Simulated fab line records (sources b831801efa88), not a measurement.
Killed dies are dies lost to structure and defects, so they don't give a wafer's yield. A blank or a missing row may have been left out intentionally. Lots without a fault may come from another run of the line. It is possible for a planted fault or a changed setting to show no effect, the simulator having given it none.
fab line records | flow sky130 | part 2 of 2: steps 32 to 39 of 39
[record] lots = 5 | wafers = 15 | last_day = 50
route steps=708 shown VIA3@597 METAL4@598 CAP2M@603
lots that met no fault: from a run of the same line without faults
start_h: start of the lot's first displayed wafer, in hours after the record's first day | wait_h: how many hours have passed since the lot's step before this one | " identical to the entry in the row above | L1.1+2: one row covering several wafers at once | - no value, or no start was given | * or withheld: withheld | < > ~ a bound
route shown NAME@n: NAME is a module with steps in the file, n the number in the route of the first one | usual: average and standard deviation across the fault-free wafers | same: alike in all rows | chamber/n: place in a boat | sites: each site's reading | _std_site: their standard deviation | _edge_site: the outer-site mean with the inner-site mean subtracted | radius_mm: for every site, how far away it sits from the centre of the wafer | mask NAME#n: copy n | behind: tool/chamber where the wafer was last shaped | hold: what put the lot on hold/how long, in hours/how the hold closed | device: the transistor (n, p or np) that didn't switch | end of line: the tests these same wafers got at the end of their route | a step without rows: its recipe alone | killed: count of dies lost to structure and defects at first sort (not the wafer's yield) | map: a wafer's dies, x killed, . not, _ none there
set.NAME: setting as actually run; set.NAME@STEP: the setting as run at that earlier step | model.NAME: the simulator's own value behind a step, which no gauge read
lots at selected steps of the route; one table per step, one row per wafer
services: the hour from which a tool's chamber was out of use, counted from the record's first day as start_h (under 0 if before that day), plus the number of hours and why
[[steps]]
[step SKY_METAL4_DEVELOP_12]
[recipe] develop_time_s = 60 | resist = KrF-thick | dev_temp_c = 21
lot.wafer  | tool           | chamber | start_h | wait_h
L074.3+4+6 | litho_track-02 | 0       | -       | -
L082.2+4+5 | litho_track-02 | 0       | -       | -
L087.2+4+6 | litho_track-01 | 0       | -       | -
L093.1+2+6 | litho_track-03 | 0       | -       | -
L095.2+3+6 | litho_track-01 | 0       | -       | -
[step SKY_METAL4_CD_MEAS_13]
[recipe] target_cd_nm = 300
[usual] cd_nm = 299.9/1.4
lot.wafer | tool      | chamber | start_h | wait_h | cd_nm
L074.3    | cd_sem-02 | -       | 973.35  | -      | 298.7
L074.4    | "         | -       | "       | "      | 299.0
L074.6    | "         | -       | "       | "      | 299.3
L082.2    | cd_sem-02 | -       | 1043.03 | -      | 299.6
L082.4    | "         | -       | "       | "      | 299.4
L082.5    | "         | -       | "       | "      | 299.3
L087.2    | cd_sem-02 | -       | 1069.86 | -      | 299.7
L087.4    | "         | -       | "       | "      | 299.2
L087.6    | "         | -       | "       | "      | 298.3
L093.1    | cd_sem-02 | -       | 1107.93 | -      | 300.2
L093.2    | "         | -       | "       | "      | 301.3
L093.6    | "         | -       | "       | "      | 301.1
L095.2    | cd_sem-02 | -       | 1110.41 | -      | 300.4
L095.3    | "         | -       | "       | "      | 301.3
L095.6    | "         | -       | "       | "      | 300.5
[step SKY_METAL4_OVL_MEAS_14]
[usual] METAL4_OVL = 1/4.9
lot.wafer | tool       | chamber | start_h | wait_h | METAL4_OVL[nm]
L074.3    | overlay-01 | -       | 973.44  | 0.1    | -6
L074.4    | "          | -       | "       | "      | -4
L074.6    | "          | -       | "       | "      | -9
L082.2    | overlay-01 | -       | 1043.14 | 0.1    | -5
L082.4    | "          | -       | "       | "      | -6
L082.5    | "          | -       | "       | "      | 0
L087.2    | overlay-01 | -       | 1069.97 | 0.1    | 3
L087.4    | "          | -       | "       | "      | 10
L087.6    | "          | -       | "       | "      | 2
L093.1    | overlay-02 | -       | 1108.05 | 0.1    | 1
L093.2    | "          | -       | "       | "      | 5
L093.6    | "          | -       | "       | "      | 1
L095.2    | overlay-01 | -       | 1110.52 | 0.1    | -9
L095.3    | "          | -       | "       | "      | -3
L095.6    | "          | -       | "       | "      | -4
[step SKY_METAL4_DESCUM_15]
[recipe] chemistry = O2 | source_power_w = 150 | bias_power_w = 0 | pressure_mtorr = 10 | temp_c = 40 | time_s = 8
[usual] drypump_motor_current_A = 5.6/0.39 | oes_product_au = 0.999/0.007
lot.wafer | tool         | chamber | start_h | wait_h | drypump_motor_current_A | oes_product_au | rf_hours_counter_h
L074.3    | rie_metal-03 | 0       | 973.48  | 0.0    | 5.7                     | 0.999          | -
L074.4    | "            | 1       | "       | "      | 5.1                     | 1.010          | -
L074.6    | "            | 0       | "       | "      | 5.7                     | 1.003          | -
L082.2    | rie_metal-01 | 1       | 1043.17 | 0.0    | 5.1                     | 0.998          | 14
L082.4    | "            | 0       | "       | "      | 5.9                     | 0.994          | -
L082.5    | "            | 1       | "       | "      | 5.1                     | 1.005          | -
L087.2    | rie_metal-01 | 0       | 1070.00 | 0.0    | 5.9                     | 0.989          | 17
L087.4    | "            | 1       | "       | "      | 5.1                     | 1.000          | -
L087.6    | "            | 0       | "       | "      | 5.9                     | 0.993          | -
L093.1    | rie_metal-01 | 0       | 1108.08 | 0.0    | 5.9                     | 0.995          | 20
L093.2    | "            | 0       | "       | "      | 5.9                     | 0.995          | -
L093.6    | "            | 0       | "       | "      | 5.9                     | 0.991          | -
L095.2    | rie_metal-01 | 0       | 1110.56 | 0.0    | 5.9                     | 0.997          | -
L095.3    | "            | 0       | "       | "      | 5.9                     | 0.993          | -
L095.6    | "            | 0       | "       | "      | 5.9                     | 0.999          | -
[step SKY_METAL4_ETCH_16]
[recipe] chemistry = N2/H2 | target = BARC | ion_energy_ev = 200 | bias_w = 100 | pressure_mtorr = 30 | n2_flow_sccm = 100 | h2_flow_sccm = 200 | icp_w = 500 | stop_on = SiO2 | time_s = 88.2 | target_depth_a = 600
[usual] drypump_motor_current_A = 5.6/0.39 | oes_product_au = 0.626/0.0046 | throttle_valve_pct = 13.206/0.0084
lot.wafer | tool         | chamber | start_h | wait_h | drypump_motor_current_A | oes_product_au | rf_hours_counter_h | throttle_valve_pct
L074.3    | rie_metal-03 | 0       | 973.53  | 0.0    | 5.8                     | 0.626          | -                  | 13.187
L074.4    | "            | 1       | "       | "      | 5.1                     | 0.630          | -                  | 13.201
L074.6    | "            | 0       | "       | "      | 5.8                     | 0.627          | -                  | 13.205
L082.2    | rie_metal-01 | 1       | 1043.20 | 0.0    | 5.1                     | 0.626          | 14                 | 13.198
L082.4    | "            | 0       | "       | "      | 6.0                     | 0.628          | -                  | 13.216
L082.5    | "            | 1       | "       | "      | 5.1                     | 0.637          | -                  | 13.195
L087.2    | rie_metal-01 | 0       | 1070.04 | 0.0    | 5.9                     | 0.628          | 17                 | 13.205
L087.4    | "            | 1       | "       | "      | 5.1                     | 0.617          | -                  | 13.208
L087.6    | "            | 0       | "       | "      | 5.9                     | 0.625          | -                  | 13.204
L093.1    | rie_metal-01 | 0       | 1108.15 | 0.1    | 5.9                     | 0.622          | 20                 | 13.218
L093.2    | "            | 0       | "       | "      | 5.9                     | 0.615          | -                  | 13.202
L093.6    | "            | 0       | "       | "      | 6.0                     | 0.625          | -                  | 13.209
L095.2    | rie_metal-01 | 0       | 1110.64 | 0.1    | 6.0                     | 0.628          | -                  | 13.215
L095.3    | "            | 0       | "       | "      | 5.9                     | 0.620          | -                  | 13.194
L095.6    | "            | 0       | "       | "      | 5.9                     | 0.624          | -                  | 13.201
[step SKY_METAL4_ETCH_17]
[recipe] target = SiO2 | stop_on = TiN | chemistry = C4F8/O2/Ar | source_w = 1500 | bias_w = 1200 | pressure_mtorr = 40 | c4f8_flow_sccm = withheld | O2_flow_sccm = 6 | Ar_flow_sccm = 300 | time_s = 3.9 | target_depth_a = 150
[usual] oes_product_au = 0.755/0.007
lot.wafer | tool        | chamber | start_h | wait_h | oes_product_au
L074.3    | rie_diel-03 | 1       | 973.60  | 0.0    | 0.753
L074.4    | "           | 0       | "       | "      | 0.744
L074.6    | "           | 0       | "       | "      | 0.749
L082.2    | rie_diel-03 | 1       | 1043.30 | 0.1    | 0.741
L082.4    | "           | 0       | "       | "      | 0.759
L082.5    | "           | 0       | "       | "      | 0.764
L087.2    | rie_diel-02 | 0       | 1070.17 | 0.1    | 0.758
L087.4    | "           | 3       | "       | "      | 0.765
L087.6    | "           | 0       | "       | "      | 0.757
L093.1    | rie_diel-02 | 0       | 1108.34 | 0.2    | 0.766
L093.2    | "           | 3       | "       | "      | 0.764
L093.6    | "           | 0       | "       | "      | 0.754
L095.2    | rie_diel-04 | 0       | 1110.81 | 0.1    | 0.749
L095.3    | "           | 1       | "       | "      | 0.756
L095.6    | "           | 2       | "       | "      | 0.760
[step SKY_METAL4_METAL_ETCH_18]
[recipe] target_depth_a = 8450 | stop_on = SiO2 | over_etch_frac = 0.3 | time_s = 183.1 | chemistry = Cl2/BCl3 | resist_sidewall_deg = 88 | pressure_mtorr = 10 | icp_w = 900 | bias_w = 48.5 | Cl2_flow_sccm = 60 | bcl3_flow_sccm = 30
[usual] drypump_motor_current_A = 5.6/0.41 | mfc_cl2_sccm = 60.02/0.18 | oes_product_au = 0.867/0.0052 | throttle_valve_pct = 22.266/0.0088
lot.wafer | tool         | chamber | start_h | wait_h | drypump_motor_current_A | mfc_cl2_sccm | oes_product_au | rf_hours_counter_h | throttle_valve_pct
L074.3    | rie_metal-01 | 0       | 973.68  | 0.1    | 5.9                     | 60.02        | 0.866          | -                  | 22.254
L074.4    | "            | 1       | "       | "      | 5.1                     | 59.80        | 0.871          | -                  | 22.272
L074.6    | "            | 1       | "       | "      | 5.1                     | 59.58        | 0.867          | -                  | 22.251
L082.2    | rie_metal-02 | 1       | 1043.32 | 0.0    | 5.4                     | 60.22        | 0.860          | 18                 | 22.258
L082.4    | "            | 0       | "       | "      | 6.1                     | 59.97        | 0.868          | -                  | 22.265
L082.5    | "            | 1       | "       | "      | 5.4                     | 60.24        | 0.873          | -                  | 22.257
L087.2    | rie_metal-02 | 1       | 1070.19 | 0.0    | 5.4                     | 59.87        | 0.865          | 20                 | 22.276
L087.4    | "            | 0       | "       | "      | 6.2                     | 60.07        | 0.862          | -                  | 22.292
L087.6    | "            | 1       | "       | "      | 5.3                     | 59.85        | 0.870          | -                  | 22.257
L093.1    | rie_metal-03 | 1       | 1108.36 | 0.0    | 5.1                     | 59.84        | 0.878          | 24                 | 22.268
L093.2    | "            | 0       | "       | "      | 5.8                     | 60.07        | 0.872          | 20                 | 22.266
L093.6    | "            | 1       | "       | "      | 5.1                     | 59.99        | 0.870          | -                  | 22.263
L095.2    | rie_metal-03 | 0       | 1110.83 | 0.0    | 5.8                     | 60.36        | 0.867          | 20                 | 22.248
L095.3    | "            | 1       | "       | "      | 5.1                     | 59.96        | 0.868          | -                  | 22.250
L095.6    | "            | 1       | "       | "      | 5.1                     | 60.14        | 0.863          | -                  | 22.277
[step SKY_METAL4_STRIP_19]
[recipe] chemistry = O2/N2 | power_w = 1400 | pressure_mtorr = 1500 | platen_temp_c = withheld | o2_flow_sccm = 3000 | n2_flow_sccm = 300 | overash_fraction = 0.5
[usual] drypump_motor_current_A = 5.6/0.53 | oes_product_au = 0.503/0.0051 | strip_time_to_endpoint_s = 6.55/0.065
lot.wafer | tool            | chamber | start_h | wait_h | drypump_motor_current_A | oes_product_au | rf_hours_counter_h | strip_time_to_endpoint_s
L074.3    | plasma_asher-01 | 1       | 973.83  | 0.1    | 5.9                     | 0.508          | -                  | 6.65
L074.4    | "               | 0       | "       | "      | 5.3                     | 0.504          | -                  | 6.57
L074.6    | "               | 1       | "       | "      | 6.0                     | 0.506          | -                  | 6.58
L082.2    | plasma_asher-04 | 1       | 1043.50 | 0.1    | 5.0                     | 0.507          | 92                 | 6.55
L082.4    | "               | 1       | "       | "      | 5.0                     | 0.500          | -                  | 6.58
L082.5    | "               | 0       | "       | "      | 6.2                     | 0.497          | -                  | 6.60
L087.2    | plasma_asher-01 | 1       | 1070.37 | 0.1    | 5.9                     | 0.491          | 33                 | 6.46
L087.4    | "               | 0       | "       | "      | 5.3                     | 0.508          | -                  | 6.52
L087.6    | "               | 1       | "       | "      | 5.9                     | 0.504          | -                  | 6.54
L093.1    | plasma_asher-04 | 0       | 1108.54 | 0.1    | 6.3                     | 0.503          | 97                 | 6.54
L093.2    | "               | 1       | "       | "      | 5.0                     | 0.504          | 97                 | 6.62
L093.6    | "               | 1       | "       | "      | 5.0                     | 0.507          | -                  | 6.54
L095.2    | plasma_asher-01 | 0       | 1111.00 | 0.1    | 5.3                     | 0.502          | 37                 | 6.56
L095.3    | "               | 0       | "       | "      | 5.3                     | 0.510          | -                  | 6.62
L095.6    | "               | 0       | "       | "      | 5.3                     | 0.507          | -                  | 6.66
[[services]]
tool            | chamber | start_h | hours | kind
rie_metal-02    | -       | 906.27  | 2.8   | pm
pvd_sputter-01  | -       | 909.97  | 1.9   | repair
rie_metal-02    | 1       | 917.11  | 2.6   | repair
cmp-01          | -       | 919.23  | 4.0   | pm
pvd_sputter-03  | -       | 920.18  | 1.9   | repair
cmp-01          | -       | 933.86  | 1.7   | repair
plasma_asher-01 | -       | 937.26  | 2.8   | pm
pvd_sputter-04  | -       | 942.44  | 1.1   | repair
rie_metal-01    | -       | 954.43  | 2.8   | pm
wet_bench-01    | -       | 964.08  | 1.8   | repair
rie_metal-03    | -       | 971.97  | 0.5   | repair
rie_metal-02    | -       | 973.21  | 2.7   | repair
cmp-01          | -       | 973.83  | 0.5   | repair
pecvd-03        | 1       | 975.27  | 8.7   | repair
pvd_sputter-04  | -       | 976.07  | 8.4   | repair
pecvd-03        | -       | 990.26  | 1.9   | repair
pecvd-03        | 2       | 1016.06 | 4.7   | repair
plasma_asher-01 | -       | 1028.74 | 1.6   | repair
pvd_sputter-03  | -       | 1033.43 | 6.9   | repair
pvd_sputter-01  | -       | 1044.90 | 6.3   | repair
pvd_sputter-04  | -       | 1087.13 | 9.2   | repair
rie_metal-01    | 0       | 1087.74 | 5.5   | repair
rie_metal-01    | 1       | 1089.90 | 21.7  | repair
pecvd-03        | -       | 1098.14 | 1.4   | repair
